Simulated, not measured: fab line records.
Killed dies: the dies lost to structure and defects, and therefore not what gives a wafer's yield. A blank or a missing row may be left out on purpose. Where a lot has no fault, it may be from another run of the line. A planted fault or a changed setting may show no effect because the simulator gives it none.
Chamber matching + flow gf180mcu + 4 sister chambers for GF_V4_CMP_04 on cmp-01
The step polishes SiO2. 8 wafers are shown with their chamber, then 8 later ones without.

## WAFERS PAIRED WITH THEIR CHAMBERS
| wafer  | chamber | motorCurrentA (A) | timeToEndpointS (s) |
|--------|---------|-------------------|---------------------|
| L936.5 | 3       | 11.0              | 87                  |
| L943.1 | 3       | 10.8              | 77                  |
| L943.2 | 0       | 13.1              | 76                  |
| L943.3 | 2       | 13.6              | 81                  |
| L945.3 | 2       | 13.9              | 83                  |
| L945.5 | 0       | 12.3              | 89                  |
| L945.6 | 1       | 10.5              | 88                  |
| L946.2 | 1       | 11.0              | 85                  |

## WAFERS WHOSE CHAMBER IS MISSING
| wafer  | motorCurrentA (A) | timeToEndpointS (s) |
|--------|-------------------|---------------------|
| L946.4 | 13.0              | 87                  |
| L946.5 | 14.3              | 85                  |
| L947.3 | 14.4              | 83                  |
| L947.4 | 12.4              | 88                  |
| L947.6 | 10.3              | 82                  |
| L949.3 | 10.7              | 82                  |
| L949.4 | 12.0              | 81                  |
| L949.6 | 12.9              | 85                  |

## EACH ONE'S CHAMBER
| wafer  | from the rows above          | in truth |
|--------|------------------------------|----------|
| L946.4 | can't be placed: 0 or 2      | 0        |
| L946.5 | 2                            | 2        |
| L947.3 | 2                            | 2        |
| L947.4 | 0                            | 0        |
| L947.6 | can't be placed: 1 or 3      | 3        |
| L949.3 | can't be placed: 3 or 1      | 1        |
| L949.4 | can't be placed: 0 or 3 or 1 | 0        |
| L949.6 | can't be placed: 0 or 2      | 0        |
Placed correctly: 3 of 8. Can't be placed from these rows: 5 (the true chamber is among the candidates in 5). Number placed wrongly: 0.
How it was worked out, from the rows above alone: a wafer's distance from a chamber is the root of the sum, over the readings, of the square of ((its reading less the chamber's mean) divided by the reading's scatter). If the next closest chamber is less than 2 further off than the closest, the wafer can't be placed; otherwise it belongs to the closest. The mean given for a chamber averages the wafers shown for that chamber. The scatter: the root of (the sum of the squares of (reading less its chamber's mean) over the shown wafers, divided by (wafers less chambers)).
